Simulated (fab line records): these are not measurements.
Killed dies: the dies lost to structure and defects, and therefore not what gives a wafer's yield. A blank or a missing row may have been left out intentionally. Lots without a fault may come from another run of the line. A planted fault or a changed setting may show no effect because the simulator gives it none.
Chamber matching ; flow gf180mcu ; GF_STI_CMP_25 on cmp-02 has 4 sister chambers
The step polishes, stops on Si3N4, t overpolish 33 s, target thk 524.6 nm. 4 wafers are shown with their chamber, then 10 later ones without.

## WAFERS WITH THEIR CHAMBER
wafer;chamber;motorCurrentA (A)
L085.3;2;13.2
L088.1;0;11.9
L091.1;3;13.1
L091.2;1;10.8

## WAFERS WITHOUT THEIR CHAMBER
wafer;motorCurrentA (A)
L091.4;13.1
L095.2;10.9
L095.4;13.7
L095.6;10.6
L096.2;10.8
L096.3;12.7
L096.5;10.5
L097.2;11.0
L097.3;11.4
L097.6;12.0

## WHICH CHAMBER EACH WENT THROUGH
wafer;from the rows above;in truth
L091.4;can't be placed: 3 or 2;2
L095.2;1;1
L095.4;can't be placed: 2 or 3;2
L095.6;1;1
L096.2;1;1
L096.3;can't be placed: 3 or 2 or 0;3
L096.5;1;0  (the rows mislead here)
L097.2;1;1
L097.3;can't be placed: 0 or 1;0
L097.6;0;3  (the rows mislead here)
Correct placement for 4 of the 10. From these rows, 4 cannot be placed; in 4 the true chamber is one of the candidates. 2 placed wrongly.
How it was worked out, from the rows above alone: a wafer's distance from a chamber is the root of the sum, over the readings, of the square of ((its reading less the chamber's mean) divided by the reading's scatter). The wafer belongs to the nearest chamber; if the next one is less than 2 further off, it can't be placed. A chamber's mean is the mean of its shown wafers. The scatter (one wafer shown for each chamber): square how far every hidden wafer sits from the nearest shown wafer, average those squares and take the square root.
